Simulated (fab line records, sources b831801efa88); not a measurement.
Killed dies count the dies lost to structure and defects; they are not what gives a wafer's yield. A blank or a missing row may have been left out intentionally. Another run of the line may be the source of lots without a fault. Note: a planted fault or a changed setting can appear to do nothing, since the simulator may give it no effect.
Which tool was responsible? ; flow gf180mcu ; 6 lots with 18 wafers sampled at 2 steps, on a route of 602 steps

WHAT THE GAUGES READ, wafer by wafer
GF_CONTACT_RS_MEAS_25: a four-point-probe measurement.
lot;measured;on;CONTACT_W_RS (ohm/sq)
L641;day 17 13:25;film_metro-04;0.387 0.388 0.385
L644;day 18 12:55;film_metro-04;0.385 0.390 0.390
L646;day 19 02:26;film_metro-04;0.383 0.387 0.381
L654;day 22 03:17;film_metro-02;0.318 0.319 0.320
L656;day 23 03:29;film_metro-01;0.381 0.381 0.383
L661;day 24 09:42;film_metro-02;0.384 0.390 0.386

WHAT TOOL EACH LOT RAN ON (gives the tool, then ch and the chambers of the sampled wafers, and finally the start)
lot;GF_CONTACT_CVD_24
L641;cvd_w-01 ch 0,1, day 17 13:17
L644;cvd_w-02 ch 0, day 18 12:47
L646;cvd_w-02 ch 0,1, day 19 02:20
L654;cvd_w-01 ch 0,1, day 22 03:11
L656;cvd_w-02 ch 0,1, day 23 03:23
L661;cvd_w-02 ch 1, day 24 09:30
- GF_CONTACT_CVD_24: deposits W, target thk 300 nm, time 90.339 s.

THE ANSWER, worked out from the rows above alone
Rule: the usual values come from the lots themselves. The widest of any qualifying gaps counts: lots, ordered by their means at a reading, are off when they make up no more than a third of the lots, leave a main group of 4 or more, and stand apart from it by 3 or more times the standard deviation of that group's means. If all means in a main group match to the digits the tables above print for the reading, that group is not used. Also off: a lot with no number at a reading for which 4 or more lots have one. Where the step has rows for the other lots, those lots are counted as sound.
Off: L654, seen at GF_CONTACT_RS_MEAS_25 (CONTACT_W_RS). For the main group the mean is 0.385 ohm/sq and the standard deviation 0.0024.
A tool fits if, at a process step before that reading, it ran every lot that is off, and no sound lot after the first of them. The gauges at GF_CONTACT_RS_MEAS_25 are tried like those tools. One fits: GF_CONTACT_CVD_24 on cvd_w-01. A fault onset in the window from L641 (day 17 13:17, its last sound lot) to L654 (day 22 03:11, its first lot off) fits.

WHAT THE SIMULATOR HAD PUT IN
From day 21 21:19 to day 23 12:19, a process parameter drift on cvd_w-01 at GF_CONTACT_CVD_24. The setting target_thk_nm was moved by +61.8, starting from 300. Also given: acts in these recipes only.
Lots struck among those shown: L654. Same finding as the rule above.
